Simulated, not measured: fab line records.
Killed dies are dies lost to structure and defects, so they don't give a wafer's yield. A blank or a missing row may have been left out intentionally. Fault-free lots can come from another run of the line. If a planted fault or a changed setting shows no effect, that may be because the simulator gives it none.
fab line records ; flow sky130
record lots=12; wafers=35; last_day=50
route steps=708 shown GATE_OXIDE@201 LDD_HVP@288 VIA1@480 PASSIVATION@681 PAD_OPEN@708
lots with no fault: from the same line, run without faults
start_h: hours from the record's first day to the start of the lot's first wafer shown ; wait_h: hours since the lot's step before ; " unchanged from the row above ; L1.1+2: a single row standing in for several wafers ; - either no value or no given start ; * or withheld: withheld ; < > ~ a bound
route shown NAME@n: a module of which the file shows steps, and the number in the route of the first ; usual: mean/standard deviation of fault-free wafers ; same: alike in all rows ; chamber/n: place in a boat ; sites: each site's reading ; _std_site: how widely they spread, as a standard deviation ; _edge_site: mean of outer sites minus mean of inner sites ; radius_mm: how far each site lies from the wafer's centre ; mask NAME#n: copy n ; behind: tool/chamber where the wafer was last shaped ; hold: the reason the lot was held/the length of the hold in hours/how it ended ; device: names the non-switching transistor (n, p or np) ; end of line: tests of these same wafers at the route's end ; where a step has no rows: the recipe by itself ; killed: dies lost to structure and defects at the first sort, not the wafer's yield ; map: a wafer's dies, x killed, . not, _ none there
set.NAME: the setting that was run; set.NAME@STEP: the one run at that earlier step ; model.NAME: the simulator's own value behind a step, which no gauge read
one table for each step of the route and one row for each wafer, over a sample of lots
services: a tool's chamber out of use, with start hour (start_h, from the record's first day; less than 0 if before it), hours out, and reason
## steps
# step SKY_GATE_OXIDE_TW_MEAS_14
# usual GATE_OXIDE_TW=224.4/1.6
lot.wafer;tool;chamber;start_h;wait_h;GATE_OXIDE_TW
L418.3;film_metro-03;-;331.29;0.1;221.7
L418.5;film_metro-03;-;331.29;0.1;221.6
L418.6;film_metro-03;-;331.29;0.1;222.6
L420.2;film_metro-03;-;335.38;0.1;221.6
L420.5;film_metro-03;-;335.38;0.1;222.4
L420.6;film_metro-03;-;335.38;0.1;222.3
L419.1;film_metro-04;-;335.42;0.1;224.9
L419.2;film_metro-04;-;335.42;0.1;224.7
L419.4;film_metro-04;-;335.42;0.1;225.5
L422.1;film_metro-04;-;370.28;0.1;225.0
L422.2;film_metro-04;-;370.28;0.1;224.9
L422.3;film_metro-04;-;370.28;0.1;224.8
L426.4;film_metro-04;-;382.80;0.1;225.8
L426.5;film_metro-04;-;382.80;0.1;224.2
L426.6;film_metro-04;-;382.80;0.1;225.2
L428.1;film_metro-03;-;417.74;0.1;222.0
L428.3;film_metro-03;-;417.74;0.1;222.7
L428.6;film_metro-03;-;417.74;0.1;223.5
L429.2;film_metro-04;-;418.79;0.1;224.5
L429.5;film_metro-04;-;418.79;0.1;225.6
L429.6;film_metro-04;-;418.79;0.1;225.3
L435.3;film_metro-04;-;456.59;0.1;226.3
L435.5;film_metro-04;-;456.59;0.1;224.7
L437.3;film_metro-04;-;478.09;0.1;226.8
L437.4;film_metro-04;-;478.09;0.1;226.1
L437.6;film_metro-04;-;478.09;0.1;225.9
L438.2;film_metro-04;-;482.98;0.1;226.6
L438.4;film_metro-04;-;482.98;0.1;226.4
L438.6;film_metro-04;-;482.98;0.1;226.3
L439.1;film_metro-03;-;487.42;0.1;223.3
L439.2;film_metro-03;-;487.42;0.1;222.9
L439.4;film_metro-03;-;487.42;0.1;223.7
L440.2;film_metro-04;-;497.58;0.1;226.6
L440.3;film_metro-04;-;497.58;0.1;228.2
L440.4;film_metro-04;-;497.58;0.1;225.9
# step SKY_LDD_HVP_TW_MEAS_10
# usual LDD_HVP_TW=457/3.6
lot.wafer;tool;chamber;start_h;wait_h;LDD_HVP_TW
L418.3;film_metro-04;-;520.32;0.1;461
L418.5;film_metro-04;-;520.32;0.1;462
L418.6;film_metro-04;-;520.32;0.1;461
L419.1;film_metro-04;-;529.58;0.1;455
L419.2;film_metro-04;-;529.58;0.1;453
L419.4;film_metro-04;-;529.58;0.1;457
L420.2;film_metro-04;-;530.91;0.1;456
L420.5;film_metro-04;-;530.91;0.1;457
L420.6;film_metro-04;-;530.91;0.1;457
L422.1;film_metro-04;-;564.26;0.1;457
L422.2;film_metro-04;-;564.26;0.1;456
L422.3;film_metro-04;-;564.26;0.1;456
L426.4;film_metro-03;-;573.81;0.1;451
L426.5;film_metro-03;-;573.81;0.1;452
L426.6;film_metro-03;-;573.81;0.1;455
L429.2;film_metro-04;-;611.16;0.1;462
L429.5;film_metro-04;-;611.16;0.1;463
L429.6;film_metro-04;-;611.16;0.1;459
L428.1;film_metro-03;-;612.36;0.1;453
L428.3;film_metro-03;-;612.36;0.1;455
L428.6;film_metro-03;-;612.36;0.1;454
L435.3;film_metro-03;-;646.25;0.1;451
L435.5;film_metro-03;-;646.25;0.1;452
L437.3;film_metro-04;-;664.35;0.1;458
L437.4;film_metro-04;-;664.35;0.1;460
L437.6;film_metro-04;-;664.35;0.1;460
L438.2;film_metro-01;-;672.12;0.1;463
L438.4;film_metro-01;-;672.12;0.1;461
L438.6;film_metro-01;-;672.12;0.1;462
L439.1;film_metro-04;-;674.43;0.1;461
L439.2;film_metro-04;-;674.43;0.1;461
L439.4;film_metro-04;-;674.43;0.1;462
L440.2;film_metro-03;-;683.51;0.1;455
L440.3;film_metro-03;-;683.51;0.1;454
L440.4;film_metro-03;-;683.51;0.1;454
# step SKY_VIA1_RS_MEAS_22
# recipe thk_meas_gauge=four-point-probe; reads=W_of_VIA1_CVD_21+TiN_of_VIA1_SPUTTER_20
# usual VIA1_W_RS=0.429/0.0044
lot.wafer;tool;chamber;start_h;wait_h;VIA1_W_RS[ohm/sq]
L418.3;film_metro-02;-;819.06;0.1;0.428
L418.5;film_metro-02;-;819.06;0.1;0.428
L418.6;film_metro-02;-;819.06;0.1;0.432
L419.1;film_metro-02;-;824.32;0.1;0.428
L419.2;film_metro-02;-;824.32;0.1;0.431
L419.4;film_metro-02;-;824.32;0.1;0.428
L420.2;film_metro-02;-;826.55;0.1;0.425
L420.5;film_metro-02;-;826.55;0.1;0.424
L420.6;film_metro-02;-;826.55;0.1;0.424
L422.1;film_metro-03;-;857.52;0.1;0.431
L422.2;film_metro-03;-;857.52;0.1;0.429
L422.3;film_metro-03;-;857.52;0.1;0.438
L426.4;film_metro-03;-;863.23;0.1;0.427
L426.5;film_metro-03;-;863.23;0.1;0.427
L426.6;film_metro-03;-;863.23;0.1;0.426
L429.2;film_metro-03;-;894.28;0.1;0.425
L429.5;film_metro-03;-;894.28;0.1;0.429
L429.6;film_metro-03;-;894.28;0.1;0.427
L428.1;film_metro-03;-;894.87;0.1;0.437
L428.3;film_metro-03;-;894.87;0.1;0.431
L428.6;film_metro-03;-;894.87;0.1;0.432
L435.3;film_metro-02;-;924.95;0.1;0.436
L435.5;film_metro-02;-;924.95;0.1;0.428
L437.3;film_metro-02;-;942.18;0.1;0.428
L437.4;film_metro-02;-;942.18;0.1;0.430
L437.6;film_metro-02;-;942.18;0.1;0.428
L438.2;film_metro-01;-;945.69;0.1;0.428
L438.4;film_metro-01;-;945.69;0.1;0.429
L438.6;film_metro-01;-;945.69;0.1;0.426
L439.1;film_metro-01;-;949.92;0.1;0.425
L439.2;film_metro-01;-;949.92;0.1;0.423
L439.4;film_metro-01;-;949.92;0.1;0.432
L440.2;film_metro-03;-;959.96;0.1;0.428
L440.3;film_metro-03;-;959.96;0.1;0.438
L440.4;film_metro-03;-;959.96;0.1;0.431
# step SKY_PASSIVATION_CVD_00
# recipe material=SiO2; target_thk_nm=90; temp_c=400; time_s=withheld; rf_w=600
# usual heater_power_w=670/120; rf_fwd_power_W=589.0/2.7
lot.wafer;tool;chamber;start_h;wait_h;heater_power_w;rf_fwd_power_W
L418.3;pecvd-01;1;1051.97;0.0;545;587.0
L418.5;pecvd-01;1;1051.97;0.0;540;590.4
L418.6;pecvd-01;0;1051.97;0.0;539;596.0
L419.1;pecvd-04;1;1053.79;0.0;501;588.5
L419.2;pecvd-04;2;1053.79;0.0;787;590.3
L419.4;pecvd-04;2;1053.79;0.0;808;586.0
L420.2;pecvd-02;1;1057.87;0.0;533;591.4
L420.5;pecvd-02;2;1057.87;0.0;1145;587.1
L420.6;pecvd-02;1;1057.87;0.0;575;589.0
L422.1;pecvd-02;1;1082.75;0.0;652;588.2
L422.2;pecvd-02;2;1082.75;0.0;1062;590.7
L422.3;pecvd-02;0;1082.75;0.0;548;593.3
L426.4;pecvd-01;2;1087.30;0.0;720;589.3
L426.5;pecvd-01;0;1087.30;0.0;699;592.8
L426.6;pecvd-01;1;1087.30;0.0;516;590.6
L429.2;pecvd-04;1;1112.81;0.0;509;590.2
L429.5;pecvd-04;0;1112.81;0.0;693;581.2
L429.6;pecvd-04;1;1112.81;0.0;505;589.4
L428.1;pecvd-04;1;1113.59;0.0;557;589.0
L428.3;pecvd-04;2;1113.59;0.0;633;586.5
L428.6;pecvd-04;0;1113.59;0.0;701;584.6
L435.3;pecvd-01;1;1137.97;0.0;626;588.5
L435.5;pecvd-01;1;1137.97;0.0;643;588.1
L437.3;pecvd-01;0;1150.03;0.0;684;591.0
L437.4;pecvd-01;2;1150.03;0.0;752;590.3
L437.6;pecvd-01;0;1150.03;0.0;667;590.4
L438.2;pecvd-04;1;1154.27;0.0;521;588.9
L438.4;pecvd-04;2;1154.27;0.0;643;589.7
L438.6;pecvd-04;1;1154.27;0.0;531;590.6
L439.1;pecvd-02;2;1156.22;0.0;1152;590.4
L439.2;pecvd-02;1;1156.22;0.0;660;587.6
L439.4;pecvd-02;1;1156.22;0.0;672;588.5
L440.2;pecvd-04;1;1165.22;0.0;529;591.1
L440.3;pecvd-04;0;1165.22;0.0;757;586.3
L440.4;pecvd-04;0;1165.22;0.0;755;588.3
# step SKY_PASSIVATION_THK_MEAS_01
# recipe reads=SiO2_of_PASSIVATION_CVD_00
# usual PASSIVATION_CVD_00_THK=89.6/1.3
lot.wafer;tool;chamber;start_h;wait_h;PASSIVATION_CVD_00_THK[nm]
L418.3;film_metro-02;-;1052.01;-;87.6
L418.5;film_metro-02;-;1052.01;-;90.2
L418.6;film_metro-02;-;1052.01;-;90.6
L419.1;film_metro-02;-;1053.81;-;88.9
L419.2;film_metro-02;-;1053.81;-;89.4
L419.4;film_metro-02;-;1053.81;-;90.6
L420.2;film_metro-02;-;1057.90;-;88.8
L420.5;film_metro-02;-;1057.90;-;91.6
L420.6;film_metro-02;-;1057.90;-;90.7
L422.1;film_metro-02;-;1082.77;-;88.3
L422.2;film_metro-02;-;1082.77;-;90.1
L422.3;film_metro-02;-;1082.77;-;88.5
L426.4;film_metro-01;-;1087.34;-;90.6
L426.5;film_metro-01;-;1087.34;-;91.0
L426.6;film_metro-01;-;1087.34;-;92.5
L429.2;film_metro-02;-;1112.84;-;90.1
L429.5;film_metro-02;-;1112.84;-;91.6
L429.6;film_metro-02;-;1112.84;-;91.8
L428.1;film_metro-03;-;1113.61;-;89.2
L428.3;film_metro-03;-;1113.61;-;88.5
L428.6;film_metro-03;-;1113.61;-;90.4
L435.3;film_metro-02;-;1138.01;-;121.5
L435.5;film_metro-02;-;1138.01;-;124.0
L437.3;film_metro-03;-;1150.07;-;122.1
L437.4;film_metro-03;-;1150.07;-;89.2
L437.6;film_metro-03;-;1150.07;-;89.6
L438.2;film_metro-02;-;1154.31;-;89.1
L438.4;film_metro-02;-;1154.31;-;89.6
L438.6;film_metro-02;-;1154.31;-;89.9
L439.1;film_metro-03;-;1156.24;-;88.2
L439.2;film_metro-03;-;1156.24;-;87.6
L439.4;film_metro-03;-;1156.24;-;87.7
L440.2;film_metro-01;-;1165.25;-;89.0
L440.3;film_metro-01;-;1165.25;-;90.5
L440.4;film_metro-01;-;1165.25;-;92.5
# step SKY_PAD_OPEN_PROBE_99
# usual defect_limited_yield=82.5/1.9; killed_at_M0_to_M3=43/6.8; killed_at_M4_up=3.0/1.6; killed_at_contacts=25/6; killed_at_front_end=15/4.4; killed_at_other=0.3/0.52; killed_dies=86/9.6; killed_open=47/6.7; killed_short=39/6.8; sort_bin_3_pad_short=0.9/0.43; sort_bin_5_function=10.3/1.5; sort_bin_6_memory=6.3/1.1; sort_n_pass=406/9.6; sort_yield_pct=82.5/1.9
# same gross_dies=492; killed_at_back_side=0; sort_bin_4_leakage[%]=0; sort_bin_8_speed[%]=0
lot.wafer;tool;chamber;start_h;wait_h;defect_limited_yield[%];killed_at_M0_to_M3;killed_at_M4_up;killed_at_contacts;killed_at_front_end;killed_at_other;killed_dies;killed_open;killed_short;sort_bin_3_pad_short[%];sort_bin_5_function[%];sort_bin_6_memory[%];sort_n_pass;sort_yield_pct[%]
L429.2;prober-01;-;1154.78;0.1;81.3;54;3;17;18;0;92;54;38;1.4;11.8;5.5;400;81.3
L429.5;prober-01;-;1154.93;0.2;85.6;36;1;25;9;0;71;33;38;0.8;9.3;4.3;421;85.6
L429.6;prober-01;-;1154.98;0.2;86.0;43;2;14;10;0;69;40;29;0.6;8.3;5.1;423;86.0
L428.1;prober-02;-;1155.85;0.1;82.3;44;2;23;18;0;87;46;41;0.8;11.4;5.5;405;82.3
L428.6;prober-02;-;1156.10;0.2;85.2;42;1;21;9;0;73;43;30;0.6;9.1;5.1;419;85.2
L437.3;prober-02;-;1186.48;0.2;86.0;43;4;14;8;0;69;45;24;0.8;8.3;4.9;423;86.0
L437.4;prober-02;-;1186.53;0.2;83.7;32;5;22;20;1;80;43;37;1.4;10.6;4.3;412;83.7
L437.6;prober-02;-;1186.63;0.2;84.6;31;4;16;25;0;76;41;35;0.8;8.7;5.9;416;84.6
# killed by level:class
L429.2 VIA1:geometric_particle:open=13 VIA2:geometric_particle:open=9 METAL1:geometric_particle:short=7 LI_CONTACT:geometric_particle:open=6 METAL1:geometric_particle:open=5 FIELD_ISO:geometric_particle:open=4 POLY_GATE:geometric_particle:short=4 POLY_GATE:geometric_particle:open=4
L429.5 VIA1:geometric_particle:open=9 LI_CONTACT:geometric_particle:open=8 VIA2:geometric_particle:open=7 LOCAL_INTERCONNECT:geometric_particle:short=6 CONTACT:geometric_particle:short=5 LI_CONTACT:geometric_particle:short=4 VIA1:geometric_particle:short=4 METAL2:geometric_particle:short=4
L429.6 VIA2:geometric_particle:open=9 LI_CONTACT:geometric_particle:open=7 VIA1:geometric_particle:short=7 VIA3:geometric_particle:open=7 VIA1:geometric_particle:open=6 POLY_GATE:geometric_particle:open=3 CONTACT:geometric_particle:short=3 METAL2:geometric_particle:short=3
L428.1 VIA1:geometric_particle:open=12 CONTACT:geometric_particle:open=9 FIELD_ISO:geometric_particle:short=8 METAL1:geometric_particle:short=6 VIA2:geometric_particle:open=5 VIA3:geometric_particle:open=5 LI_CONTACT:geometric_particle:open=4 CONTACT:geometric_particle:short=4
L428.6 VIA1:geometric_particle:open=10 CONTACT:geometric_particle:open=9 VIA2:geometric_particle:open=8 METAL2:geometric_particle:short=7 LI_CONTACT:geometric_particle:open=5 VIA3:geometric_particle:open=4 FIELD_ISO:geometric_particle:short=3 CONTACT:geometric_particle:short=3
L437.3 VIA1:geometric_particle:open=12 VIA2:geometric_particle:open=10 CONTACT:geometric_particle:open=5 VIA3:geometric_particle:open=5 FIELD_ISO:geometric_particle:open=4 VIA1:geometric_particle:short=4 CONTACT:geometric_particle:short=4 METAL1:geometric_particle:short=4
L437.4 CONTACT:geometric_particle:open=10 VIA1:geometric_particle:short=8 VIA2:geometric_particle:open=7 FIELD_ISO:geometric_particle:short=6 FIELD_ISO:geometric_particle:open=6 VIA1:geometric_particle:open=6 LI_CONTACT:geometric_particle:open=5 POLY_GATE:geometric_particle:short=4
L437.6 FIELD_ISO:geometric_particle:open=8 METAL2:geometric_particle:short=7 CONTACT:geometric_particle:open=6 VIA1:geometric_particle:open=6 FIELD_ISO:geometric_particle:short=5 POLY_GATE:geometric_particle:open=4 POLY_GATE:geometric_particle:short=4 VIA2:geometric_particle:open=4
## services
tool;chamber;start_h;hours;kind
pecvd-02;2;1036.32;2.1;scheduled_down
pecvd-02;0;1066.80;5.5;scheduled_down
pecvd-02;-;1091.52;0.8;repair
pecvd-02;1;1114.36;5.5;scheduled_down
pecvd-02;1;1133.90;5.8;repair
pecvd-01;1;1148.61;5.5;scheduled_down
## key
first_sign step=SKY_PASSIVATION_THK_MEAS_01; reading=PASSIVATION_CVD_00_THK; direction=up; sigmas=26; usual=89.6; struck=122.5
effect none on later readings
met_at SKY_PASSIVATION_CVD_00
struck_lots L435,L437
struck_wafers L435.3,L435.5,L437.3
not_acting_at SKY_GATE_OXIDE_TW_MEAS_14,SKY_LDD_HVP_TW_MEAS_10,SKY_VIA1_RS_MEAS_22
onset_between 1087.30 1137.97
fault kind=process_parameter_drift; tool=pecvd-01; chamber=-; onset_h=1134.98; steps=SKY_PASSIVATION_CVD_00; channel=target_thk_nm; offset=31.941; shape=step; end_h=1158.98; scope=struck_wafers_only; acts_in=these_recipes_only; stated=90
